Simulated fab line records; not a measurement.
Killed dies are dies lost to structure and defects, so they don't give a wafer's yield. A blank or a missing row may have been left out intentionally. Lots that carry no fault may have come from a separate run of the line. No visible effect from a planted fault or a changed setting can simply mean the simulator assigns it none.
A lot that was struck, set against a sound lot    flow sky130    16 out of 708 route steps
Sound: these wafers, L918.1, L918.2, L918.5. Struck: wafer L927.4. (L927.2, L927.6 of the same lot were not struck and are left out.) The cause comes at the end.
Each step with rows lists, per side, the tool, then ch with its chambers, then its first start. Under that, the readings that differ: sound wafers    struck wafers    difference of the means    sigmas: that difference in standard deviations of wafers without a fault.
alike: readings with means less than 2 such deviations apart, plus words and numbers identical on both sides. not compared: withheld readings, readings lacking a value on some wafer, bounds such as >300 that could conceal the same value, and numbers that have no deviation in the record and whose values overlap.
A row with sigmas, a row that says differs or no value, or rows on one side alone: a step with any of these is where the two part. Non-overlapping numbers with no deviation appear without sigmas and do not part them. A reading missing from all wafers of one side parts the sides only when that side holds two or more wafers.

SKY_SD_N_OVL_MEAS_08:
  sound on overlay-01, day 28 12:23; struck on overlay-01, day 31 16:32
  alike: SD_N_OVL
then, 2 steps without rows for these wafers: SKY_SD_N_IMPLANT_09; SKY_SD_N_IMPLANT_10.
SKY_SD_N_STRIP_11: strips in O2/N2.
  sound on plasma asher-01 ch 0,1, day 28 12:43; struck on plasma asher-02 ch 0, day 31 16:52
  alike: chamber pressure mTorr, drypump motor current A, oes product au, strip time to endpoint s
  not compared: rf hours counter h
SKY_SD_N_TW_MEAS_12:
  sound on film metro-04, day 28 12:49; struck on film metro-02, day 31 16:59
  alike: SD_N_TW
then, 1 step without rows for these wafers: SKY_SD_N_CLEAN_13 (cleans in SC1/SC2, time 150 s).
SKY_SD_N_RTA_14: time 2 s.
  sound on rtp anneal-01 ch 0, day 28 12:56; struck on rtp anneal-02 ch 0, day 31 17:06
reading             sound                 struck  difference  sigmas
lamp power pct (%)  15.67 15.73 15.72     15.87   +0.16       +3
wafer_temp_C_max    1077.5 1077.7 1076.2  1079.9  +2.8        +2
  alike: anneal temp c max, chamber o2 ppm
SKY_SD_N_RS_MEAS_16: a four-point-probe measurement.
  sound on film metro-02, day 28 13:06; struck on film metro-04, day 31 17:17
  alike: SD_N_RS
SKY_SD_N_RS_MEAS_17: a four-point-probe measurement.
  sound on film metro-02, day 28 13:13; struck on film metro-04, day 31 17:24
  alike: SD_P_RS
SKY_SD_N_RS_MEAS_18: a four-point-probe measurement.
  sound on film metro-02, day 28 13:20; struck on film metro-04, day 31 17:31
reading                sound              struck  difference  sigmas
RES_XHIGH_RS (ohm/sq)  333.4 332.3 333.5  330.3   -2.8        -3
then, 1 step without rows for these wafers: SKY_SALICIDE_CLEAN_00 (cleans in HF-last, time 30 s).
SKY_LI_CONTACT_HDPCVD_00: deposits PSG, target thk 930 nm, time 155 s.
  sound on hdpcvd-02 ch 0,2, day 28 13:29; struck on hdpcvd-01 ch 2, day 31 17:38
reading                                        sound              struck  difference  sigmas
run length s (s)                               182.9 182.2 183.1  227.0   +44.3       +99 or more
model.PSG_of_LI_CONTACT_HDPCVD_00.thk nm (nm)  936.5 927.9 937.3  1164    +230        
SKY_LI_CONTACT_THK_MEAS_01:
  sound on film metro-03, day 28 13:35; struck on film metro-03, day 31 17:45
reading                     sound        struck  difference  sigmas
LI_CONTACT_HDPCVD_THK (nm)  936 926 936  1163    +230        +16
SKY_LI_CONTACT_CMP_02: polishes PSG.
  sound on cmp-02 ch 2,3, day 28 13:38; struck on cmp-02 ch 2, day 31 17:48
reading                 sound     struck  difference  sigmas
time to endpoint s (s)  35 39 37  57      +20         +5
  alike: motor current A
SKY_LI_CONTACT_BOW_MEAS_03:
  sound on film metro-02, day 28 13:56; struck on film metro-03, day 31 18:07
  alike: LI_CONTACT_BOW
-- the record jumps here: 17 days lie between the struck wafers' starts before and after (it left off in module LI_CONTACT and takes up again in module PAD_OPEN, whose first step shown is number 708 of the route) --
SKY_PAD_OPEN_PROBE_99:
  sound on prober-01, day 46 08:08; struck on prober-02, day 48 17:02
reading      sound     struck  difference  sigmas
killed open  58 59 53  38      -19         -3
  alike: killed_at_M0_to_M3, killed_at_M4_up, killed at contacts, killed at front end, killed at other, killed dies, killed short

== WHERE THEY PART ==
Earliest at SKY_SD_N_RTA_14; latest, in this record, at SKY_PAD_OPEN_PROBE_99.

WHY: the cause the simulator had injected
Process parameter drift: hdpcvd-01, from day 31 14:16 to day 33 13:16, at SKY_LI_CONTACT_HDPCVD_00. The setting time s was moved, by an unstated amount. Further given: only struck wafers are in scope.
